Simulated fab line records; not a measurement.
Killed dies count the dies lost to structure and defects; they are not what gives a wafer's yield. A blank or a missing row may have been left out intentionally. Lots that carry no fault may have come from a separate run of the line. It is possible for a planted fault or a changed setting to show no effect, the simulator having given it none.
Which tool is to blame? ; flow sky130 ; Sampling: 6 lots, 18 wafers, 2 of 708 route steps

WHAT EACH GAUGE READ, for each wafer
SKY_NWELL_RS_MEAS_29: the measuring method here is four-point-probe.
lot;measured;on;NWELL_RS (ohm/sq)
L502;day 5 13:48;filmMetro-02;624.3 624.6 624.3
L504;day 6 00:41;filmMetro-01;622.2 623.7 623.6
L510;day 7 15:13;filmMetro-01;623.3 623.2 622.3
L514;day 8 13:08;filmMetro-04;623.3 622.0 622.4
L519;day 10 00:22;filmMetro-04;622.9 622.0 623.1
L524;day 11 00:52;filmMetro-04;624.5 624.1 622.4

EACH LOT AND THE TOOL THAT RAN IT (in order: tool; ch and the chambers of the sampled wafers; start)
lot;SKY_NWELL_IMPLANT_13
L502;implanter-04 ch 0, day 4 19:47
L504;implanter-01 ch 0, day 5 05:41
L510;implanter-04 ch 0, day 6 18:23
L514;implanter-03 ch 0, day 7 16:25
L519;implanter-04 ch 0, day 9 01:22
L524;implanter-03 ch 0, day 10 02:32
- SKY_NWELL_IMPLANT_13

THE ANSWER, worked out from the rows above alone
Rule: the usual values come from the lots themselves. Put in order of their means at a reading, lots are off if they are a third of the lots or fewer, leave a main group of 4 or more, and stand apart from it by a gap of 3 or more times the standard deviation of the main group's means; of several such gaps the widest counts. If all means in a main group match to the digits the tables above print for the reading, that group is not used. A lot without any number at a reading at which 4 lots or more have one is off too. The other lots that the step has rows for count as sound.
Nothing can be told from this: no lot is off at any reading shown.

WHAT THE SIMULATOR HAD PUT IN
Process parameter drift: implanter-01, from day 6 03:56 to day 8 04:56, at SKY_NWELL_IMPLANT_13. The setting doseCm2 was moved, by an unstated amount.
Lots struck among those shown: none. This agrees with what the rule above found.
